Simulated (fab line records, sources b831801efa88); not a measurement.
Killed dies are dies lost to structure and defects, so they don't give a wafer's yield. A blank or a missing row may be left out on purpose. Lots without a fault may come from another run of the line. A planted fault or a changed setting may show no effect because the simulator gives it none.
Which tool did it? | flow sky130 | 12 lots, 36 wafers sampled, at 5 steps of a route of 708

WHAT THE GAUGES READ, wafer by wafer
SKY_VT_ADJUST_HVTR_TW_MEAS_11.
lot  | measured     | on            | VT_ADJUST_HVTR_TW
L114 | day 9 09:48  | film_metro-03 | 210.4 210.7 212.5
L117 | day 10 10:52 | film_metro-04 | 210.8 210.6 209.3
L118 | day 10 17:36 | film_metro-03 | 212.7 210.9 211.5
L120 | day 11 03:38 | film_metro-02 | 212.4 211.7 211.1
L121 | day 11 11:31 | film_metro-02 | 212.3 212.5 212.0
L123 | day 12 00:21 | film_metro-03 | 212.6 212.4 210.9
L124 | day 12 08:56 | film_metro-04 | 210.2 211.4 210.9
L125 | day 12 17:04 | film_metro-02 | 212.8 213.0 213.0
L126 | day 13 06:10 | film_metro-02 | 213.0 213.2 213.2
L127 | day 13 12:06 | film_metro-02 | 212.1 212.5 210.7
L134 | day 15 17:11 | film_metro-02 | 211.6 212.4 212.4
L136 | day 16 02:58 | film_metro-04 | 209.9 210.8 211.1

SKY_CONTACT_THK_MEAS_03.
lot  | measured     | on            | CONTACT_HDPCVD_THK (nm)
L114 | day 30 03:50 | film_metro-04 | 560 558 554
L117 | day 31 12:14 | film_metro-03 | 569 559 565
L118 | day 31 20:44 | film_metro-04 | 565 561 564
L120 | day 32 05:31 | film_metro-03 | 569 570 569
L121 | day 32 14:42 | film_metro-03 | 567 554 560
L123 | day 33 09:47 | film_metro-04 | 562 558 561
L124 | day 33 18:18 | film_metro-04 | 422 417 424
L125 | day 34 04:14 | film_metro-03 | 557 557 557
L126 | day 34 11:35 | film_metro-03 | 414 421 424
L127 | day 34 17:34 | film_metro-04 | 563 570 563
L134 | day 36 22:14 | film_metro-01 | 566 554 565
L136 | day 37 18:46 | film_metro-01 | 569 573 571

SKY_VIA1_BOW_MEAS_03.
lot  | measured     | on            | VIA1_BOW (um)
L114 | day 32 13:56 | film_metro-03 | 83 73 87
L117 | day 33 20:57 | film_metro-03 | 86 84 90
L118 | day 34 06:50 | film_metro-03 | 76 93 87
L120 | day 34 13:50 | film_metro-01 | 83 78 76
L121 | day 34 23:45 | film_metro-03 | 88 80 77
L123 | day 35 17:32 | film_metro-03 | 93 99 78
L124 | day 36 06:43 | film_metro-03 | 88 95 88
L125 | day 36 11:36 | film_metro-02 | 78 88 82
L126 | day 36 19:56 | film_metro-03 | 76 87 94
L127 | day 37 01:12 | film_metro-02 | 78 88 73
L134 | day 39 04:58 | film_metro-03 | 95 87 80
L136 | day 39 23:53 | film_metro-03 | 90 87 85

WHICH TOOL RAN EACH LOT (tool, then ch and the chambers of the sampled wafers, then the start)
lot  | SKY_CONTACT_HDPCVD_02            | SKY_CONTACT_CMP_04
L114 | hdpcvd-02 ch 0,1, day 30 03:45   | cmp-01 ch 0,1,3, day 30 03:56
L117 | hdpcvd-02 ch 0,1,2, day 31 12:11 | cmp-01 ch 1,2,3, day 31 12:22
L118 | hdpcvd-02 ch 0,1,2, day 31 20:40 | cmp-02 ch 0,2,3, day 31 20:47
L120 | hdpcvd-02 ch 1,2, day 32 05:26   | cmp-01 ch 0,1,3, day 32 05:34
L121 | hdpcvd-01 ch 0,2, day 32 14:37   | cmp-01 ch 0,1,3, day 32 14:47
L123 | hdpcvd-02 ch 0,1,2, day 33 09:39 | cmp-02 ch 1,2,3, day 33 09:50
L124 | hdpcvd-02 ch 0,1,2, day 33 18:14 | cmp-01 ch 0,1,3, day 33 18:26
L125 | hdpcvd-01 ch 0,1,2, day 34 04:09 | cmp-01 ch 1,2, day 34 04:17
L126 | hdpcvd-02 ch 0,1, day 34 11:30   | cmp-01 ch 0,2,3, day 34 11:46
L127 | hdpcvd-01 ch 1,2, day 34 17:29   | cmp-02 ch 0,1,2, day 34 17:43
L134 | hdpcvd-01 ch 0,1,2, day 36 22:10 | cmp-01 ch 0,1,2, day 36 22:22
L136 | hdpcvd-02 ch 0,1, day 37 18:41   | cmp-02 ch 0,1,3, day 37 18:49
- SKY_CONTACT_HDPCVD_02: deposits SiO2, target thk 565 nm, time 94.2 s.
- SKY_CONTACT_CMP_04: polishes SiO2.

WHAT THE TOOLS THEMSELVES READ (means of the sampled wafers that have a number; where no wafer has one, the mark that the record gives instead)
SKY_CONTACT_HDPCVD_02.
lot  | tool      | run_length_s (s) | sih4_flow_sccm (sccm)
L114 | hdpcvd-02 | 121.9            | 59.96
L117 | hdpcvd-02 | 121.9            | 60.11
L118 | hdpcvd-02 | 121.7            | 59.98
L120 | hdpcvd-02 | 122.2            | 60.43
L121 | hdpcvd-01 | 121.6            | 59.96
L123 | hdpcvd-02 | 121.8            | 59.93
L124 | hdpcvd-02 | 97.4             | 60.08
L125 | hdpcvd-01 | 121.7            | 60.14
L126 | hdpcvd-02 | 97.6             | 60.06
L127 | hdpcvd-01 | 121.8            | 60.20
L134 | hdpcvd-01 | 121.7            | 60.04
L136 | hdpcvd-02 | 121.9            | 59.93

SKY_CONTACT_CMP_04.
lot  | tool   | motor_current_A (A) | platen_rpm (rpm) | time_to_endpoint_s (s)
L114 | cmp-01 | 12.5                | 60.01            | 81
L117 | cmp-01 | 12.4                | 60.01            | 80
L118 | cmp-02 | 12.3                | 59.96            | 83
L120 | cmp-01 | 12.3                | 59.97            | 85
L121 | cmp-01 | 12.5                | 60.02            | 78
L123 | cmp-02 | 11.7                | 59.99            | 83
L124 | cmp-01 | 12.3                | 60.02            | 30
L125 | cmp-01 | 12.2                | 59.97            | 76
L126 | cmp-01 | 12.0                | 60.00            | 31
L127 | cmp-02 | 10.6                | 59.98            | 88
L134 | cmp-01 | 13.0                | 59.97            | 81
L136 | cmp-02 | 12.2                | 60.00            | 85

THE ANSWER, worked out from the rows above alone
Rule: what is usual is taken from the lots themselves. Put in order of their means at a reading, lots are off if they are a third of the lots or fewer, leave a main group of 4 or more, and stand apart from it by a gap of 3 or more times the standard deviation of the main group's means; of several such gaps the widest counts. A main group whose means are all the same, to the digits that the tables above print for the reading, isn't used. A lot without any number at a reading at which 4 lots or more have one is off too. The other lots that the step has rows for count as sound. The gauges are gone through in route order, then the tools' own readings, and for those a lot's mean is taken as printed above. The first step at which some lot is off is used, and at that step the reading that is off furthest; a lot without a number counts as furthest.
Off: L124, L126, at SKY_CONTACT_THK_MEAS_03 (CONTACT_HDPCVD_THK). The main group: mean 563 nm, standard deviation 4.4.
A tool fits if, at a process step before that reading, it ran every lot that is off, and no sound lot after the first of them. The gauges at SKY_CONTACT_THK_MEAS_03 aren't tried: what is off there is off at SKY_CONTACT_HDPCVD_02 too, on other tools, and a gauge's error can't cause that. None of those tried fits.

WHAT THE SIMULATOR HAD PUT IN
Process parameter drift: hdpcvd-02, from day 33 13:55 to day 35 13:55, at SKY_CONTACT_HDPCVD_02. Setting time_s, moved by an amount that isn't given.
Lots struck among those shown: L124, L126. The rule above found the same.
